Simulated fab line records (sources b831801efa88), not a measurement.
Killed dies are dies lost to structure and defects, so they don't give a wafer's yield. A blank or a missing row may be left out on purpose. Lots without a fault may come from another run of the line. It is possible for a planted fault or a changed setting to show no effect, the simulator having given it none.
8D (eight disciplines) problem report, filled in by code | flow sky130 | the parts of the form that need people (team, actions taken, sign-off) are left out

## 1. PROBLEM STATEMENT
tube-center-temp-C at SKY_GATE_OXIDE_OXIDATION_16 reads a mean of 789.86 C on 9 wafers of 3 lots; wafers without a fault read 800.01 C with a standard deviation of 0.075. So: -99 or more standard deviations from the usual mean.
The step: stabilise 600 s, purge 300 s, target thk 3.57 nm.
The first sign was on wafer L882.3 at day 19 12:13, on furnace-02. The record has a number at this step for 36 wafers belonging to 12 lots. Rule for "out", or "out of limits": more than 4 standard deviations from the usual mean. All remaining wafers that have a number are taken as sound.

## 2. WHAT IT IS AND WHAT IT IS NOT
question                    | is                                                                                                                                   | is not
which readings at this step | tube-center-temp-C, spike-tc-bottom-C, spike-tc-centre-C, spike-tc-lower-C, spike-tc-top-C, spike-tc-upper-C, tube_center_temp_C_max | -
which lots                  | L882, L883, L884                                                                                                                     | L867, L868, L871, L872, L875, L876, L877, L878, L885
which wafers of those lots  | all that have a number                                                                                                               | -
read on which tools         | furnace-02                                                                                                                           | furnace-01
when                        | from day 19 12:13                                                                                                                    | up to then (24 sound wafers); but 3 sound wafers of L885 came after

## 3. WHAT RULES OUT EACH SUSPECT
Counting: a tool stays on the suspect list if, at a process step up to the reading, it processed all lots that are out and no sound lot following the first of them.
- furnace-02 at SKY_GATE_OXIDE_OXIDATION_16 (stabilise 600 s, purge 300 s, target thk 3.57 nm): kept. It ran every lot that is out, first L882 (day 19 12:13), and no sound lot after that; its last sound lot up to then is L877 (day 17 14:03). Out on those wafers are its own readings of spike-tc-bottom-C, spike-tc-centre-C, spike-tc-lower-C, spike-tc-top-C, spike-tc-upper-C, tube-center-temp-C, tube_center_temp_C_max.
Left after counting: furnace-02 at SKY_GATE_OXIDE_OXIDATION_16.

## 4. THE CAUSE (what the simulator had put in)
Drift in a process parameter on furnace-02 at SKY_GATE_OXIDE_OXIDATION_16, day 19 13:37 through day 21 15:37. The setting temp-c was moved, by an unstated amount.
The count eliminated every tool but this one.

## 5. THE CHAIN OF EFFECTS, in route order
One row per reading whose mean, taken over the struck wafers that have a number, lies over 3 standard deviations from the usual. Only readings for which the record gives a usual standard deviation are gone through. hours: the time from each lot's start at the first step in this table that gives one to its start at this step, as a median over the lots. sigmas: the change in usual standard deviations.
hours | step                        | reading                | usual    | on struck wafers | change | sigmas
0     | SKY_GATE_OXIDE_OXIDATION_16 | spike-tc-bottom-C      | 820.3 C  | 810.5            | -9.8   | -11
0     | SKY_GATE_OXIDE_OXIDATION_16 | spike-tc-centre-C      | 800.2 C  | 790.4            | -9.8   | -9.8
0     | SKY_GATE_OXIDE_OXIDATION_16 | spike-tc-lower-C       | 801.9 C  | 789.1            | -12.8  | -6.7
0     | SKY_GATE_OXIDE_OXIDATION_16 | spike-tc-top-C         | 812.9 C  | 802.4            | -10.5  | -11
0     | SKY_GATE_OXIDE_OXIDATION_16 | spike-tc-upper-C       | 799.8 C  | 790.4            | -9.4   | -7.9
0     | SKY_GATE_OXIDE_OXIDATION_16 | tube-center-temp-C     | 800.01 C | 789.86           | -10.15 | -99 or more
0     | SKY_GATE_OXIDE_OXIDATION_16 | tube_center_temp_C_max | 802.08   | 791.81           | -10.27 | -34
Here are the process steps it includes:
- SKY_GATE_OXIDE_OXIDATION_16: stabilise 600 s, purge 300 s, target thk 3.57 nm.

## 6. WHAT WOULD HAVE CAUGHT IT SOONER
In this record the first reading out of limits was taken at day 19 12:13.
